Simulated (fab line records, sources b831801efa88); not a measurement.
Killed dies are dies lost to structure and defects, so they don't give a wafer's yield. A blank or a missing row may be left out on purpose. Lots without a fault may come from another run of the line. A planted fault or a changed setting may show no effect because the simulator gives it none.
fab line records | flow gf180mcu
record lots=5 wafers=15 last_day=34
route steps=602 shown M1@325 V1@335 M2@362
lots that met no fault: from a run of the same line without faults
start_h: hours from the record's first day to the start of the lot's first wafer shown | wait_h: hours since the lot's step before | " the same as in the row above | L1.1+2: a row that stands for several wafers | - no value, or no start given | * or withheld: withheld | < > ~ a bound
route shown NAME@n: a module of which the file shows steps, and the number in the route of the first | usual: mean/standard deviation of fault-free wafers | same: alike in all rows | chamber/n: place in a boat | sites: the reading at each site | _std_site: their standard deviation | _edge_site: outer sites' mean less inner sites' | radius_mm: how far each site lies from the wafer's centre | mask NAME#n: copy n | behind: the tool/chamber that last shaped the wafer | hold: why the lot was held/for how many hours/how that ended | device: the transistor (n, p or np) that didn't switch | end of line: the same wafers' tests at the end of the route | a step without rows: its recipe alone | killed: dies lost to structure and defects at the first sort, not the wafer's yield | map: a wafer's dies, x killed, . not, _ none there
set.NAME: the setting as run; set.NAME@STEP: as run at that earlier step | model.NAME: the simulator's own value behind a step, which no gauge read
lots at some steps of the route; a table a step, a row a wafer
services: from which hour (start_h, from the record's first day; less than 0 if before it) a tool's chamber was out of use, for how many hours, and why
## steps
# step GF_M1_SOFTBAKE_10
# recipe temp_c=130 time_s=60 resist=KrF
# columns lot.wafer tool chamber start_h wait_h
L074.3+5+6 litho_track-04 0 368.52 0.1
L078.4+5+6 litho_track-02 0 408.94 0.1
L085.2+3+6 litho_track-04 0 476.24 0.1
L095.1+2+3 litho_track-02 0 559.06 0.1
L096.1+4+5 litho_track-04 0 566.31 0.1
# step GF_M1_EXPOSE_11
# recipe mask_id=Metal1 target_cd_nm=230 na=0.68 source_shape=conventional sigma_outer=0.6 dose_mj=28
# usual reticle_temp_C=23.03/0.097
# columns lot.wafer tool chamber start_h wait_h mask reticle_temp_C
L074.3 krf_scanner-01 0 - - Metal1#0 23.00
L074.5 " 0 " " Metal1#0 23.04
L074.6 " 0 " " Metal1#0 23.11
L078.4 krf_scanner-01 0 - - Metal1#0 23.13
L078.5 " 0 " " Metal1#0 23.05
L078.6 " 0 " " Metal1#0 22.96
L085.2 krf_scanner-01 0 - - Metal1#0 22.97
L085.3 " 0 " " Metal1#0 23.03
L085.6 " 0 " " Metal1#0 23.14
L095.1 krf_scanner-01 0 - - Metal1#0 23.10
L095.2 " 0 " " Metal1#0 23.11
L095.3 " 0 " " Metal1#0 23.01
L096.1 krf_scanner-01 0 - - Metal1#0 23.05
L096.4 " 0 " " Metal1#0 23.14
L096.5 " 0 " " Metal1#0 23.09
# step GF_M1_PEB_12
# recipe peb_temp_c=135 peb_time_s=90 resist=KrF
# columns lot.wafer tool chamber start_h wait_h
L074.3+5+6 litho_track-01 0 - -
L078.4+5+6 litho_track-01 0 - -
L085.2+3+6 litho_track-04 0 - -
L095.1+2+3 litho_track-04 0 - -
L096.1+4+5 litho_track-02 0 - -
# step GF_M1_DEVELOP_13
# recipe develop_time_s=60 dev_temp_c=21
# columns lot.wafer tool chamber start_h wait_h
L074.3+5+6 litho_track-01 0 379.26 0.1
L078.4+5+6 litho_track-01 0 420.34 0.1
L085.2+3+6 litho_track-04 0 488.29 0.2
L095.1+2+3 litho_track-04 0 569.86 0.2
L096.1+4+5 litho_track-02 0 577.26 0.2
# step GF_M1_CD_MEAS_14
# recipe target_cd_nm=230
# usual cd_nm=230.0/1.4
# columns lot.wafer tool chamber start_h wait_h cd_nm
L074.3 cd_sem-02 - 379.40 0.1 231.3
L074.5 " - " " 229.4
L074.6 " - " " 229.8
L078.4 cd_sem-02 - 420.47 0.1 226.6
L078.5 " - " " 227.4
L078.6 " - " " 226.7
L085.2 cd_sem-02 - 488.43 0.1 229.3
L085.3 " - " " 229.9
L085.6 " - " " 230.6
L095.1 cd_sem-01 - 570.01 0.1 232.0
L095.2 " - " " 230.6
L095.3 " - " " 230.8
L096.1 cd_sem-02 - 577.41 0.1 229.4
L096.4 " - " " 231.5
L096.5 " - " " 229.9
# step GF_M1_OVL_MEAS_15
# usual M1_OVL=2/5.2
# columns lot.wafer tool chamber start_h wait_h M1_OVL[nm]
L074.3 overlay-01 - 379.49 0.1 0
L074.5 " - " " 2
L074.6 " - " " -8
L078.4 overlay-02 - 420.55 0.1 8
L078.5 " - " " 9
L078.6 " - " " 7
L085.2 overlay-02 - 488.54 0.1 6
L085.3 " - " " 2
L085.6 " - " " 0
L095.1 overlay-02 - 570.13 0.1 -3
L095.2 " - " " 7
L095.3 " - " " -5
L096.1 overlay-01 - 577.53 0.1 0
L096.4 " - " " -4
L096.5 " - " " -1
# step GF_M1_METAL_ETCH_16
# recipe chemistry=Cl2/BCl3 mask_material=KrF target_depth_nm=627.5 stop_on=SiO2 pressure_mtorr=8 icp_w=800 bias_w=140 Cl2_flow_sccm=80 bcl3_flow_sccm=40 time_s=104.6
# usual drypump_motor_current_A=5.7/0.41 oes_product_au=0.974/0.0061 throttle_valve_pct=28.248/0.01
# columns lot.wafer tool chamber start_h wait_h drypump_motor_current_A oes_product_au rf_hours_counter_h throttle_valve_pct
L074.3 rie_metal-02 0 379.55 0.1 6.3 0.987 - 28.244
L074.5 " 1 " " 5.2 0.974 - 28.239
L074.6 " 0 " " 6.2 0.981 - 28.230
L078.4 rie_metal-03 0 420.60 0.0 6.0 0.978 - 28.241
L078.5 " 0 " " 6.0 0.978 - 28.234
L078.6 " 1 " " 6.2 0.968 - 28.259
L085.2 rie_metal-01 0 488.61 0.1 5.3 0.967 - 28.253
L085.3 " 0 " " 5.2 0.972 - 28.241
L085.6 " 0 " " 5.3 0.980 - 28.246
L095.1 rie_metal-02 1 570.17 0.0 5.3 0.976 8 28.236
L095.2 " 0 " " 6.3 0.977 2 28.245
L095.3 " 0 " " 6.2 0.976 - 28.245
L096.1 rie_metal-02 1 577.56 0.0 5.2 0.963 8 28.253
L096.4 " 0 " " 6.3 0.959 - 28.262
L096.5 " 1 " " 5.3 0.974 - 28.258
# step GF_M1_STRIP_17
# recipe chemistry=O2/N2 power_w=1400 pressure_mtorr=1500 platen_temp_c=250 o2_flow_sccm=3000 n2_flow_sccm=300 overash_fraction=0.5
# usual drypump_motor_current_A=5.8/0.42 heater_power_w=309/27 oes_product_au=0.558/0.0052 strip_time_to_endpoint_s=7.87/0.045
# columns lot.wafer tool chamber start_h wait_h drypump_motor_current_A heater_power_w oes_product_au rf_hours_counter_h strip_time_to_endpoint_s
L074.3 plasma_asher-01 0 379.66 0.1 5.4 282 0.559 - 7.89
L074.5 " 0 " " 5.4 283 0.561 - 7.94
L074.6 " 1 " " 6.4 283 0.559 - 7.93
L078.4 plasma_asher-02 0 420.71 0.1 5.7 308 0.557 - 7.83
L078.5 " 0 " " 5.7 313 0.560 - 7.83
L078.6 " 1 " " 5.6 306 0.557 - 7.91
L085.2 plasma_asher-01 1 488.79 0.1 6.4 282 0.554 73 7.86
L085.3 " 0 " " 5.4 275 0.560 - 7.84
L085.6 " 1 " " 6.4 282 0.560 - 7.83
L095.1 plasma_asher-04 1 570.28 0.1 6.3 342 0.557 86 7.92
L095.2 " 0 " " 5.3 362 0.561 86 7.89
L095.3 " 1 " " 6.4 336 0.557 - 7.91
L096.1 plasma_asher-02 0 577.68 0.1 5.7 321 0.559 49 7.83
L096.4 " 1 " " 5.6 304 0.548 - 7.81
L096.5 " 1 " " 5.6 314 0.555 - 7.83
# step GF_M1_STRIP_18
# recipe chemistry=post_etch_residue_remover time_s=1200 temp_c=72.5
# columns lot.wafer tool chamber start_h wait_h
L074.3+5+6 wet_bench-03 3 379.73 0.0
L078.4+5+6 wet_bench-01 2 420.78 0.0
L085.2+3+6 wet_bench-01 1 488.89 0.1
L095.1+2+3 wet_bench-03 0 570.38 0.1
L096.1+4+5 wet_bench-02 2 577.78 0.1
# step GF_M1_CLEAN_19
# recipe chemistry=DIW dry=n2_spin
# columns lot.wafer tool chamber start_h wait_h
L074.3+5+6 wet_bench-02 1 380.10 0.0
L078.4+5+6 wet_bench-03 0 421.12 0.0
L085.2+3+6 wet_bench-03 3 489.24 0.0
L095.1+2+3 wet_bench-01 3 570.72 0.0
L096.1+4+5 wet_bench-03 1 578.18 0.0
# step GF_V1_CVD_00
# recipe material=SiO2 target_thk_nm=600 sigma_open_frac=0.3 temp_c=400 time_s=100 sih4_flow_sccm=60 pressure_mtorr=6
# columns lot.wafer tool chamber start_h wait_h
L074.3+5+6 hdpcvd-02 0,0,1 380.23 0.0
L078.4+5+6 hdpcvd-01 2,1,0 421.25 0.0
L085.2+3+6 hdpcvd-02 0,2,0 489.34 0.0
L095.1+2+3 hdpcvd-02 2,0,1 570.91 0.0
L096.1+4+5 hdpcvd-02 1,0,1 578.28 0.0
# step GF_V1_THK_MEAS_01
# recipe reads=SiO2_of_V1_CVD_00
# usual V1_CVD_00_THK=603/5.9
# columns lot.wafer tool chamber start_h wait_h V1_CVD_00_THK[nm]
L074.3 film_metro-02 - 380.32 0.1 600
L074.5 " - " " 597
L074.6 " - " " 607
L078.4 film_metro-02 - 421.31 0.0 607
L078.5 " - " " 609
L078.6 " - " " 607
L085.2 film_metro-01 - 489.42 0.0 604
L085.3 " - " " 595
L085.6 " - " " 603
L095.1 film_metro-01 - 570.98 0.0 596
L095.2 " - " " 607
L095.3 " - " " 606
L096.1 film_metro-02 - 578.35 0.0 605
L096.4 " - " " 602
L096.5 " - " " 601
# step GF_V1_CVD_02
# recipe material=SiO2 target_thk_nm=850 precursor=TEOS temp_c=400 time_s=94.851 rf_w=600
# usual heater_power_w=648/110
# columns lot.wafer tool chamber start_h wait_h heater_power_w
L074.3 pecvd-02 2 380.36 0.0 712
L074.5 " 1 " " 720
L074.6 " 0 " " 536
L078.4 pecvd-03 1 421.38 0.1 567
L078.5 " 2 " " 657
L078.6 " 0 " " 606
L085.2 pecvd-03 2 489.47 0.0 678
L085.3 " 0 " " 503
L085.6 " 2 " " 724
L095.1 pecvd-02 1 571.04 0.1 659
L095.2 " 2 " " 667
L095.3 " 0 " " 654
L096.1 pecvd-01 2 578.41 0.1 509
L096.4 " 2 " " 567
L096.5 " 0 " " 698
# step GF_V1_THK_MEAS_03
# recipe reads=SiO2_of_V1_CVD_02
# usual V1_CVD_02_THK=850/10
# columns lot.wafer tool chamber start_h wait_h V1_CVD_02_THK[nm]
L074.3 film_metro-03 - 380.45 0.1 854
L074.5 " - " " 852
L074.6 " - " " 869
L078.4 film_metro-03 - 421.44 0.0 847
L078.5 " - " " 843
L078.6 " - " " 842
L085.2 film_metro-02 - 489.55 0.0 839
L085.3 " - " " 843
L085.6 " - " " 850
L095.1 film_metro-02 - 571.11 0.0 843
L095.2 " - " " 847
L095.3 " - " " 845
L096.1 film_metro-02 - 578.48 0.0 855
L096.4 " - " " 865
L096.5 " - " " 867
# step GF_V1_CMP_04
# recipe material=SiO2 down_force_psi=4 platen_rpm=60 pad_velocity_m_s=0.94248
# usual head_pressure_psi=4.000/0.0093 motor_current_A=12.2/1.1 time_to_endpoint_s=80/5.1
# columns lot.wafer tool chamber start_h wait_h head_pressure_psi motor_current_A time_to_endpoint_s
L074.3 cmp-02 2 380.54 0.1 3.995 12.5 89
L074.6 " 1 " " 4.018 12.4 89
L074.5 " 2 " " 3.998 13.1 83
L078.4 cmp-01 2 421.62 0.2 4.003 11.5 75
L078.6 " 3 " " 4.005 13.8 75
L078.5 " 0 " " 4.001 13.7 74
L085.2 cmp-01 2 489.60 0.0 3.995 11.9 74
L085.3 " 0 " " 4.009 14.0 73
L085.6 " 3 " " 3.992 13.1 80
L095.2 cmp-02 3 571.17 0.0 4.015 11.7 78
L095.1 " 1 " " 4.006 12.5 78
L095.3 " 2 " " 3.994 13.2 81
L096.4 cmp-01 2 578.59 0.1 4.001 12.0 88
L096.1 " 0 " " 3.981 13.4 80
L096.5 " 2 " " 4.001 11.3 86
# step GF_V1_BOW_MEAS_05
# recipe mode=bow
# usual V1_BOW=81/6.8
# columns lot.wafer tool chamber start_h wait_h V1_BOW[um]
L074.3 film_metro-01 - 380.83 0.2 89
L074.5 " - " " 82
L074.6 " - " " 90
L078.4 film_metro-01 - 421.83 0.2 71
L078.5 " - " " 80
L078.6 " - " " 79
L085.2 film_metro-03 - 489.92 0.3 91
L085.3 " - " " 82
L085.6 " - " " 85
L095.1 film_metro-02 - 571.47 0.1 71
L095.2 " - " " 67
L095.3 " - " " 77
L096.1 film_metro-03 - 578.84 0.1 82
L096.4 " - " " 83
L096.5 " - " " 84
# step GF_V1_DEHYDRATE_06
# recipe temp_c=200 time_s=60
# columns lot.wafer tool chamber start_h wait_h
L074.3+5+6 litho_track-01 0 391.61 10.8
L078.4+5+6 litho_track-04 0 433.39 11.5
L085.2+3+6 litho_track-03 0 501.07 11.1
L095.1+2+3 litho_track-01 0 581.36 9.9
L096.1+4+5 litho_track-03 0 589.20 10.3
# step GF_V1_HMDS_07
# recipe prime_time_s=60 prime_temp_c=120
# columns lot.wafer tool chamber start_h wait_h
L074.3+5+6 litho_track-01 0 391.76 0.1
L078.4+5+6 litho_track-04 0 433.54 0.1
L085.2+3+6 litho_track-03 0 501.22 0.1
L095.1+2+3 litho_track-01 0 581.51 0.1
L096.1+4+5 litho_track-03 0 589.35 0.1
# step GF_V1_COAT_08
# recipe resist=BARC temp_c=withheld time_s=withheld spin_rpm=withheld resist_thk_nm=withheld
# columns lot.wafer tool chamber start_h wait_h
L074.3+5+6 litho_track-01 0 391.91 0.1
L078.4+5+6 litho_track-04 0 433.69 0.1
L085.2+3+6 litho_track-03 0 501.37 0.1
L095.1+2+3 litho_track-01 0 581.66 0.1
L096.1+4+5 litho_track-03 0 589.50 0.1
# step GF_V1_COAT_09
# recipe resist=KrF spin_rpm=withheld resist_thk_nm=1000
# columns lot.wafer tool chamber start_h wait_h
L074.3+5+6 litho_track-01 0 - -
L078.4+5+6 litho_track-04 0 - -
L085.2+3+6 litho_track-03 0 - -
L095.1+2+3 litho_track-01 0 - -
L096.1+4+5 litho_track-03 0 - -
# step GF_V1_SOFTBAKE_10
# recipe temp_c=130 time_s=60 resist=KrF
# columns lot.wafer tool chamber start_h wait_h
L074.3+5+6 litho_track-01 0 - -
L078.4+5+6 litho_track-04 0 - -
L085.2+3+6 litho_track-03 0 - -
L095.1+2+3 litho_track-01 0 - -
L096.1+4+5 litho_track-03 0 - -
# step GF_V1_EXPOSE_11
# recipe mask_id=Via1 target_cd_nm=260 na=0.68 source_shape=conventional sigma_outer=0.6 dose_mj=38
# usual reticle_temp_C=22.99/0.11
# columns lot.wafer tool chamber start_h wait_h mask reticle_temp_C
L074.3 krf_scanner-02 0 - - Via1#0 22.95
L074.5 " 0 " " Via1#0 22.74
L074.6 " 0 " " Via1#0 22.93
L078.4 krf_scanner-02 0 - - Via1#0 23.12
L078.5 " 0 " " Via1#0 23.00
L078.6 " 0 " " Via1#0 22.95
L085.2 krf_scanner-02 0 - - Via1#0 22.98
L085.3 " 0 " " Via1#0 23.25
L085.6 " 0 " " Via1#0 23.10
L095.1 krf_scanner-02 0 - - Via1#0 23.11
L095.2 " 0 " " Via1#0 23.31
L095.3 " 0 " " Via1#0 23.21
L096.1 krf_scanner-01 0 - - Via1#0 23.05
L096.4 " 0 " " Via1#0 22.98
L096.5 " 0 " " Via1#0 23.20
# step GF_V1_PEB_12
# recipe peb_temp_c=135 peb_time_s=90 resist=KrF
# columns lot.wafer tool chamber start_h wait_h
L074.3+5+6 litho_track-04 0 - -
L078.4+5+6 litho_track-04 0 - -
L085.2+3+6 litho_track-04 0 - -
L095.1+2+3 litho_track-01 0 - -
L096.1+4+5 litho_track-04 0 - -
# step GF_V1_DEVELOP_13
# recipe develop_time_s=60 resist=KrF dev_temp_c=21
# columns lot.wafer tool chamber start_h wait_h
L074.3+5+6 litho_track-04 0 403.51 0.1
L078.4+5+6 litho_track-04 0 446.14 0.1
L085.2+3+6 litho_track-04 0 513.64 0.2
L095.1+2+3 litho_track-01 0 591.86 0.2
L096.1+4+5 litho_track-04 0 600.66 0.2
# step GF_V1_CD_MEAS_14
# recipe target_cd_nm=260
# usual cd_nm=259.7/1.2
# columns lot.wafer tool chamber start_h wait_h cd_nm
L074.3 cd_sem-02 - 403.65 0.1 260.1
L074.5 " - " " 258.8
L074.6 " - " " 260.6
L078.4 cd_sem-01 - 446.27 0.1 259.0
L078.5 " - " " 258.5
L078.6 " - " " 259.5
L085.2 cd_sem-01 - 513.78 0.1 259.5
L085.3 " - " " 261.4
L085.6 " - " " 260.7
L095.1 cd_sem-02 - 592.01 0.1 258.8
L095.2 " - " " 259.3
L095.3 " - " " 258.8
L096.1 cd_sem-02 - 600.81 0.1 260.0
L096.4 " - " " 259.8
L096.5 " - " " 260.7
# step GF_V1_OVL_MEAS_15
# usual V1_OVL=1/5.8
# columns lot.wafer tool chamber start_h wait_h V1_OVL[nm]
L074.3 overlay-01 - 403.75 0.1 12
L074.5 " - " " 11
L074.6 " - " " 1
L078.4 overlay-01 - 446.35 0.1 1
L078.5 " - " " 1
L078.6 " - " " 5
L085.2 overlay-01 - 513.89 0.1 -4
L085.3 " - " " 0
L085.6 " - " " 3
L095.1 overlay-01 - 592.13 0.1 4
L095.2 " - " " 6
L095.3 " - " " 7
L096.1 overlay-01 - 600.93 0.1 -9
L096.4 " - " " -1
L096.5 " - " " -1
# step GF_V1_ETCH_16
# recipe chemistry=N2/H2 target_depth_a=withheld overetch_a=withheld time_s=withheld target=BARC ion_energy_ev=200 source_w=500 bias_w=100 pressure_mtorr=30 n2_flow_sccm=100 h2_flow_sccm=200
# usual drypump_motor_current_A=5.8/0.52 oes_product_au=0.855/0.0057 throttle_valve_pct=13.225/0.0096
# columns lot.wafer tool chamber start_h wait_h drypump_motor_current_A oes_product_au throttle_valve_pct
L074.3 rie_diel-03 1 403.77 0.0 6.0 0.854 13.234
L074.5 " 1 " " 6.0 0.863 13.228
L074.6 " 2 " " 5.7 0.869 13.242
L078.4 rie_diel-02 1 446.37 0.0 5.8 0.856 13.233
L078.5 " 1 " " 5.8 0.859 13.209
L078.6 " 2 " " 4.9 0.849 13.238
L085.2 rie_diel-03 2 513.92 0.0 5.7 0.851 13.229
L085.3 " 1 " " 6.0 0.848 13.223
L085.6 " 0 " " 5.8 0.856 13.214
L095.1 rie_diel-02 3 592.16 0.0 5.9 0.860 13.240
L095.2 " 2 " " 4.8 0.857 13.222
L095.3 " 1 " " 5.8 0.861 13.229
L096.1 rie_diel-03 2 600.97 0.0 5.6 0.850 13.217
L096.4 " 0 " " 5.8 0.856 13.217
L096.5 " 0 " " 5.8 0.846 13.224
# step GF_V1_ETCH_17
# recipe chemistry=C4F8/O2/Ar mask_material=KrF target=SiO2 stop_on=TiN source_w=1500 bias_w=1200 pressure_mtorr=40 c4f8_flow_sccm=withheld O2_flow_sccm=6 Ar_flow_sccm=300 time_s=withheld target_depth_a=6300
# usual oes_product_au=0.856/0.0043
# columns lot.wafer tool chamber start_h wait_h oes_product_au
L074.3 rie_diel-03 1 - - 0.863
L074.5 " 1 " " 0.864
L074.6 " 2 " " 0.851
L078.4 rie_diel-02 1 - - 0.852
L078.5 " 1 " " 0.852
L078.6 " 2 " " 0.854
L085.2 rie_diel-03 2 - - 0.853
L085.3 " 1 " " 0.858
L085.6 " 0 " " 0.858
L095.1 rie_diel-02 3 - - 0.854
L095.2 " 2 " " 0.855
L095.3 " 1 " " 0.857
L096.1 rie_diel-03 2 - - 0.858
L096.4 " 0 " " 0.854
L096.5 " 0 " " 0.860
# step GF_V1_STRIP_18
# recipe chemistry=O2/N2 power_w=1400 pressure_mtorr=1500 platen_temp_c=250 o2_flow_sccm=3000 n2_flow_sccm=300 overash_fraction=0.5
# usual drypump_motor_current_A=5.8/0.57 heater_power_w=332/19 oes_product_au=0.593/0.0051
# columns lot.wafer tool chamber start_h wait_h drypump_motor_current_A heater_power_w oes_product_au rf_hours_counter_h
L074.3 plasma_asher-03 1 403.93 - 5.2 326 0.593 -
L074.5 " 0 " " 6.6 352 0.586 -
L074.6 " 1 " " 5.2 326 0.592 -
L078.4 plasma_asher-04 1 446.53 - 6.3 335 0.594 -
L078.5 " 1 " " 6.4 345 0.591 -
L078.6 " 0 " " 5.3 357 0.595 -
L085.2 plasma_asher-03 1 514.05 - 5.2 326 0.598 9
L085.3 " 1 " " 5.2 319 0.584 -
L085.6 " 0 " " 6.6 361 0.596 -
L095.1 plasma_asher-03 0 592.29 - 6.6 354 0.584 18
L095.2 " 1 " " 5.2 327 0.585 18
L095.3 " 1 " " 5.2 322 0.594 -
L096.1 plasma_asher-03 0 601.10 - 6.7 349 0.596 19
L096.4 " 0 " " 6.7 349 0.594 -
L096.5 " 0 " " 6.7 347 0.594 -
# step GF_V1_STRIP_19
# recipe chemistry=post_etch_residue_remover time_s=1200 temp_c=72.5
# columns lot.wafer tool chamber start_h wait_h
L074.3+5+6 wet_bench-03 3 404.00 0.0
L078.4+5+6 wet_bench-03 0 446.60 0.0
L085.2+3+6 wet_bench-02 3 514.15 0.1
L095.1+2+3 wet_bench-03 2 592.39 0.1
L096.1+4+5 wet_bench-03 2 601.20 0.1
# step GF_V1_CLEAN_20
# recipe chemistry=DIW dry=n2_spin
# columns lot.wafer tool chamber start_h wait_h
L074.3+5+6 wet_bench-04 0 404.34 0.0
L078.4+5+6 wet_bench-04 3 447.28 0.0
L085.2+3+6 wet_bench-04 3 514.49 0.0
L095.1+2+3 wet_bench-02 2 592.74 0.0
L096.1+4+5 wet_bench-04 1 601.54 0.0
# step GF_V1_SPUTTER_21
# recipe material=Ti target_thk_nm=15 chamber_pressure_pa=5 power_w=2500 substrate_temp_c=200 time_s=80.02
# usual throttle_valve_pct=30.0/1
# columns lot.wafer tool chamber start_h wait_h throttle_valve_pct
L074.3 pvd_sputter-03 - 404.43 0.0 29.9
L074.5 " - " " 31.6
L074.6 " - " " 30.4
L078.4 pvd_sputter-02 - 447.37 0.0 29.4
L078.5 " - " " 29.5
L078.6 " - " " 30.0
L085.2 pvd_sputter-03 - 514.58 0.0 31.7
L085.3 " - " " 28.5
L085.6 " - " " 30.4
L095.1 pvd_sputter-03 - 592.83 0.0 28.8
L095.2 " - " " 30.2
L095.3 " - " " 31.8
L096.1 pvd_sputter-01 - 601.63 0.0 29.4
L096.4 " - " " 31.0
L096.5 " - " " 29.0
# step GF_V1_SPUTTER_22
# recipe material=TiN target_thk_nm=10 chamber_pressure_pa=5 power_w=4000 time_s=40
# usual throttle_valve_pct=30.0/1
# columns lot.wafer tool chamber start_h wait_h throttle_valve_pct
L074.3 pvd_sputter-03 - 404.49 0.0 30.0
L074.5 " - " " 31.8
L074.6 " - " " 30.1
L078.4 pvd_sputter-02 - 447.44 0.0 29.7
L078.5 " - " " 29.7
L078.6 " - " " 30.1
L085.2 pvd_sputter-03 - 514.64 0.0 31.7
L085.3 " - " " 28.5
L085.6 " - " " 30.2
L095.1 pvd_sputter-03 - 592.89 0.0 28.8
L095.2 " - " " 30.4
L095.3 " - " " 31.4
L096.1 pvd_sputter-01 - 601.69 0.0 29.6
L096.4 " - " " 30.8
L096.5 " - " " 29.5
# step GF_V1_CVD_23
# recipe material=W target_thk_nm=350 time_s=105.05 temp_c=400 pressure_torr=40
# usual heater_power_w=856/50
# columns lot.wafer tool chamber start_h wait_h heater_power_w
L074.3 cvd_w-01 1 404.57 0.1 908
L074.5 " 0 " " 932
L074.6 " 1 " " 891
L078.4 cvd_w-01 0 447.51 0.1 900
L078.5 " 0 " " 930
L078.6 " 1 " " 917
L085.2 cvd_w-02 1 514.68 0.0 853
L085.3 " 0 " " 790
L085.6 " 0 " " 788
L095.1 cvd_w-01 0 592.93 0.0 922
L095.2 " 1 " " 916
L095.3 " 0 " " 918
L096.1 cvd_w-02 1 601.73 0.0 841
L096.4 " 1 " " 857
L096.5 " 0 " " 810
# step GF_V1_RS_MEAS_24
# recipe thk_meas_gauge=four-point-probe reads=W_of_V1_CVD_23+TiN_of_V1_SPUTTER_22+Ti_of_V1_SPUTTER_21
# usual V1_W_RS=0.327/0.0035
# columns lot.wafer tool chamber start_h wait_h V1_W_RS[ohm/sq]
L074.3 film_metro-03 - 404.69 0.1 0.328
L074.5 " - " " 0.333
L074.6 " - " " 0.328
L078.4 film_metro-03 - 447.65 0.1 0.326
L078.5 " - " " 0.331
L078.6 " - " " 0.331
L085.2 film_metro-03 - 514.81 0.1 0.319
L085.3 " - " " 0.323
L085.6 " - " " 0.320
L095.1 film_metro-01 - 593.04 0.1 0.327
L095.2 " - " " 0.331
L095.3 " - " " 0.330
L096.1 film_metro-02 - 601.84 0.1 0.323
L096.4 " - " " 0.325
L096.5 " - " " 0.321
# step GF_V1_THK_MEAS_25
# recipe thk_meas_gauge=xrf reads=W_of_V1_CVD_23
# usual V1_W_THK=354/5.2
# columns lot.wafer tool chamber start_h wait_h V1_W_THK[nm]
L074.3 film_metro-03 - 404.79 0.1 352
L074.5 " - " " 344
L074.6 " - " " 349
L078.4 film_metro-03 - 447.74 0.1 357
L078.5 " - " " 349
L078.6 " - " " 349
L085.2 film_metro-03 - 514.92 0.1 363
L085.3 " - " " 359
L085.6 " - " " 361
L095.1 film_metro-01 - 593.16 0.1 353
L095.2 " - " " 347
L095.3 " - " " 349
L096.1 film_metro-02 - 601.96 0.1 361
L096.4 " - " " 359
L096.5 " - " " 361
# step GF_V1_CMP_26
# recipe stop_on=SiO2 down_force_psi=3.5 platen_rpm=60 t_overpolish_s=15 target_thk_nm=0 pad_velocity_m_s=0.94248
# usual head_pressure_psi=3.500/0.0079 motor_current_A=11.3/1.1 overpolish_run_s=15.000/0.0089 time_to_endpoint_s=84.8/2.9
# columns lot.wafer tool chamber start_h wait_h head_pressure_psi motor_current_A overpolish_run_s time_to_endpoint_s
L074.3 cmp-02 2 404.93 0.1 3.499 12.3 15.011 86.7
L074.6 " 0 " " 3.485 9.1 15.000 82.8
L074.5 " 1 " " 3.515 11.9 14.998 81.5
L078.4 cmp-02 1 447.77 0.0 3.494 11.5 15.009 87.1
L078.6 " 1 " " 3.499 11.1 14.979 85.7
L078.5 " 2 " " 3.498 12.2 15.002 84.1
L085.2 cmp-01 3 515.02 0.1 3.514 13.0 14.981 89.0
L085.3 " 0 " " 3.493 12.5 14.994 85.4
L085.6 " 3 " " 3.508 12.1 15.001 86.4
L095.1 cmp-02 3 593.22 0.1 3.507 10.7 15.010 86.5
L095.2 " 0 " " 3.504 9.1 14.984 84.3
L095.3 " 1 " " 3.495 11.6 15.002 84.3
L096.1 cmp-01 1 602.02 0.1 3.494 10.9 15.001 86.1
L096.4 " 0 " " 3.500 13.1 15.007 85.2
L096.5 " 1 " " 3.500 10.0 14.999 84.7
# step GF_M2_SPUTTER_00
# recipe material=Ti target_thk_nm=37.5 arriving_ion_energy_ev=80 substrate_temp_c=200 chamber_pressure_pa=2 power_w=4000 time_s=150
# usual throttle_valve_pct=29.7/1
# columns lot.wafer tool chamber start_h wait_h throttle_valve_pct
L074.3 pvd_sputter-01 - 405.13 0.1 30.8
L074.5 " - " " 30.9
L074.6 " - " " 31.0
L078.4 pvd_sputter-01 - 448.07 0.2 30.6
L078.5 " - " " 29.2
L078.6 " - " " 30.5
L085.2 pvd_sputter-02 - 515.27 0.2 30.2
L085.3 " - " " 29.6
L085.6 " - " " 30.3
L095.1 pvd_sputter-04 - 593.52 0.2 28.8
L095.2 " - " " 28.2
L095.3 " - " " 30.7
L096.1 pvd_sputter-04 - 602.32 0.2 28.0
L096.4 " - " " 30.8
L096.5 " - " " 28.1
# step GF_M2_SPUTTER_01
# recipe material=TiN target_thk_nm=30 power_w=6500 time_s=25 chamber_pressure_pa=0.4
# usual throttle_valve_pct=29.7/1
# columns lot.wafer tool chamber start_h wait_h throttle_valve_pct
L074.3 pvd_sputter-01 - 405.23 0.1 31.1
L074.5 " - " " 30.6
L074.6 " - " " 30.9
L078.4 pvd_sputter-01 - 448.17 0.1 30.9
L078.5 " - " " 29.0
L078.6 " - " " 31.0
L085.2 pvd_sputter-02 - 515.37 0.1 30.4
L085.3 " - " " 29.8
L085.6 " - " " 29.9
L095.1 pvd_sputter-04 - 593.62 0.1 29.1
L095.2 " - " " 27.7
L095.3 " - " " 30.6
L096.1 pvd_sputter-04 - 602.42 0.1 28.1
L096.4 " - " " 31.1
L096.5 " - " " 27.9
# step GF_M2_SPUTTER_02
# recipe material=AlCu target_thk_nm=450 power_w=10600 time_s=23.9 chamber_pressure_pa=0.4
# usual throttle_valve_pct=29.6/1.1
# columns lot.wafer tool chamber start_h wait_h throttle_valve_pct
L074.3 pvd_sputter-01 - 405.26 0.0 31.0
L074.5 " - " " 30.7
L074.6 " - " " 31.1
L078.4 pvd_sputter-01 - 448.20 0.0 30.8
L078.5 " - " " 29.1
L078.6 " - " " 30.8
L085.2 pvd_sputter-02 - 515.40 0.0 30.1
L085.3 " - " " 29.4
L085.6 " - " " 30.2
L095.1 pvd_sputter-04 - 593.65 0.0 29.3
L095.2 " - " " 28.4
L095.3 " - " " 30.6
L096.1 pvd_sputter-04 - 602.45 0.0 27.9
L096.4 " - " " 30.7
L096.5 " - " " 28.1
## services
# columns tool chamber start_h hours kind
pvd_sputter-03 - 347.93 6.9 repair
pvd_sputter-03 - 371.97 2.6 repair
krf_scanner-01 - 372.09 1.0 pm
pvd_sputter-02 - 383.61 40.9 repair
pvd_sputter-02 - 391.13 2.0 repair
cmp-01 - 396.87 5.2 pm
pvd_sputter-01 - 399.36 1.0 repair
pvd_sputter-04 - 404.37 0.5 repair
cmp-01 - 405.82 4.0 pm
pvd_sputter-02 - 405.90 9.4 repair
pvd_sputter-03 - 412.98 2.9 repair
krf_scanner-01 - 420.38 0.8 pm
pvd_sputter-01 - 426.52 0.6 repair
pvd_sputter-03 - 433.11 4.0 repair
pvd_sputter-03 - 456.77 11.1 repair
pvd_sputter-01 - 468.92 1.3 repair
krf_scanner-01 - 480.32 1.3 pm
pvd_sputter-03 - 529.51 9.7 repair
krf_scanner-01 - 538.77 2.1 repair
krf_scanner-01 - 541.09 1.0 pm
rie_diel-03 1 555.55 19.6 repair
pvd_sputter-01 - 571.38 22.5 repair
rie_diel-03 3 587.22 8.4 repair
krf_scanner-01 - 589.18 0.8 pm
## key
fault none
